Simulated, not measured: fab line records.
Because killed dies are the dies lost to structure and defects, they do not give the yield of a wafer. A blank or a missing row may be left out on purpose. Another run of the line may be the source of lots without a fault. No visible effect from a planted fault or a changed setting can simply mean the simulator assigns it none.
Chamber matching -- flow sky130 -- SKY_CONTACT_CMP_27 on cmp-01: 4 sister chambers
The step polishes, stops on SiO2, t overpolish 15 s, target thk 0 nm. 4 wafers are shown with their chamber, then 7 later ones without.

== WAFERS WITH THEIR CHAMBER ==
wafer,chamber,motor-current-A (A)
L996.5,1,10.2
L111.6,2,10.8
L114.3,3,11.0
L114.5,0,11.2

== WAFERS MISSING THEIR CHAMBER ==
wafer,motor-current-A (A)
L114.6,9.8
L115.1,9.9
L115.3,11.6
L115.4,11.4
L116.1,9.9
L116.3,11.8
L116.5,11.1

== WHICH CHAMBER EACH WENT THROUGH ==
wafer,from the rows above,in truth
L114.6,can't be placed: 1 or 2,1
L115.1,can't be placed: 1 or 2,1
L115.3,can't be placed: 0 or 3 or 2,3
L115.4,can't be placed: 0 or 3 or 2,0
L116.1,can't be placed: 1 or 2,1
L116.3,can't be placed: 0 or 3 or 2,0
L116.5,can't be placed: 0 or 3 or 2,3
0 of 7 placed correctly. Can't be placed from these rows: 7 (the true chamber is among the candidates in 7). 0 placed wrongly.
How it was worked out, from the rows above alone: a wafer's distance from a chamber is the root of the sum, over the readings, of the square of ((its reading less the chamber's mean) divided by the reading's scatter). The wafer belongs to the nearest chamber; if the next one is less than 2 further off, it can't be placed. A chamber's mean is the mean of its shown wafers. The scatter (one wafer shown for each chamber): square how far every hidden wafer sits from the nearest shown wafer, average those squares and take the square root.
